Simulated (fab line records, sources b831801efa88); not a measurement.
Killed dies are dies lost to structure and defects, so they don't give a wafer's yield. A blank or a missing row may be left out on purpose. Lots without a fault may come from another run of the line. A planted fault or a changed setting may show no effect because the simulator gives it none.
Split-lot experiment | flow gf180mcu | 5 lots, 23 wafers read, on a route of 602 steps

THE SPLIT
At GF_M3_SPUTTER_01 (material TiN, target thk 30 nm, time 25 s), the setting power_w was moved away from the recipe's 6500 W on 9 of the 23 wafers read, by +4.3% to +11.6%. The other wafers ran this setting at the recipe's value.

The reading is taken at the split's own step.

THE READING
TiN_of_M3_SPUTTER_01.thk_nm (the simulator's own value, which no gauge read), in nm, at GF_M3_SPUTTER_01 (material TiN, target thk 30 nm, time 25 s). The file gives no usual value for it. The 14 wafers here that ran the recipe average 30.15 nm, standard deviation 0.22 nm.

wafer  | tool, chamber at the split | power_w as run, W | against the recipe | TiN_of_M3_SPUTTER_01.thk_nm, nm | against lot-mates on the recipe
L075.1 | pvd_sputter-04, -          | 6823              | +5.0%              | 32.49                           | +2.12
L075.2 | pvd_sputter-04, -          | 6500              | recipe             | 30.22                           | -
L075.3 | pvd_sputter-04, -          | 6500              | recipe             | 30.53                           | -
L075.5 | pvd_sputter-04, -          | 6823              | +5.0%              | 32.33                           | +1.95
L075.6 | pvd_sputter-04, -          | 6823              | +5.0%              | 32.14                           | +1.77
L077.1 | pvd_sputter-03, -          | 6500              | recipe             | 29.8                            | -
L077.2 | pvd_sputter-03, -          | 6500              | recipe             | 29.75                           | -
L077.5 | pvd_sputter-03, -          | 6500              | recipe             | 29.97                           | -
L082.1 | pvd_sputter-04, -          | 6500              | recipe             | 30.34                           | -
L082.2 | pvd_sputter-04, -          | 6500              | recipe             | 30.41                           | -
L082.4 | pvd_sputter-04, -          | 6500              | recipe             | 30.06                           | -
L082.5 | pvd_sputter-04, -          | 6500              | recipe             | 30.01                           | -
L082.6 | pvd_sputter-04, -          | 6500              | recipe             | 30.17                           | -
L083.1 | pvd_sputter-04, -          | 6500              | recipe             | 30.05                           | -
L083.2 | pvd_sputter-04, -          | 7251              | +11.6%             | 33.88                           | +3.82
L083.3 | pvd_sputter-04, -          | 7251              | +11.6%             | 33.84                           | +3.78
L083.5 | pvd_sputter-04, -          | 6500              | recipe             | 30.07                           | -
L083.6 | pvd_sputter-04, -          | 7251              | +11.6%             | 33.82                           | +3.76
L084.1 | pvd_sputter-04, -          | 6781              | +4.3%              | 31.37                           | +1.02
L084.3 | pvd_sputter-04, -          | 6500              | recipe             | 30.4                            | -
L084.4 | pvd_sputter-04, -          | 6781              | +4.3%              | 31.41                           | +1.06
L084.5 | pvd_sputter-04, -          | 6781              | +4.3%              | 31.63                           | +1.28
L084.6 | pvd_sputter-04, -          | 6500              | recipe             | 30.31                           | -

THE FIT
A straight line over all 23 wafers: TiN_of_M3_SPUTTER_01.thk_nm changes by +0.33 nm for each +1% of power_w; r = +0.98; the points scatter about the line by 0.28 nm.
The same after taking each lot's own level away (the mean of its wafers on the recipe; 23 wafers): +0.33 nm for each +1%; r = +0.99; scatter 0.2 nm.
On that fit, the largest move of power_w shifts the reading by 3.8 nm.
The lots' own levels span 29.840 to 30.375 nm, that is 2.4 times the standard deviation above.
So the lot-to-lot level changes the slope little: the two slopes agree.
Check: with one of the wafers moved furthest among these (+11.6%) left out of the fit, the line predicts +3.8 nm for it against its lot-mates. It came out at +3.82 nm against them.

OTHER SPLITS ON THESE WAFERS
These wafers also went through other splits before the reading. Each is held against what the fit with the lots' levels taken away leaves over:
other split on the same wafers       | wafers away from the commonest value | r with TiN_of_M3_SPUTTER_01.thk_nm (lot level and that fit taken away)
GF_M2_EXPOSE_11 dose_mj              | 8                                    | +0.03
GF_M2_METAL_ETCH_16 icp_w            | 10                                   | +0.36
GF_M3_SPUTTER_00 chamber_pressure_pa | 10                                   | -0.11

THE FILE'S OWN FIT
TiN_of_M3_SPUTTER_01.thk_nm changes by +0.329 nm for each +1% of power_w, r = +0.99.
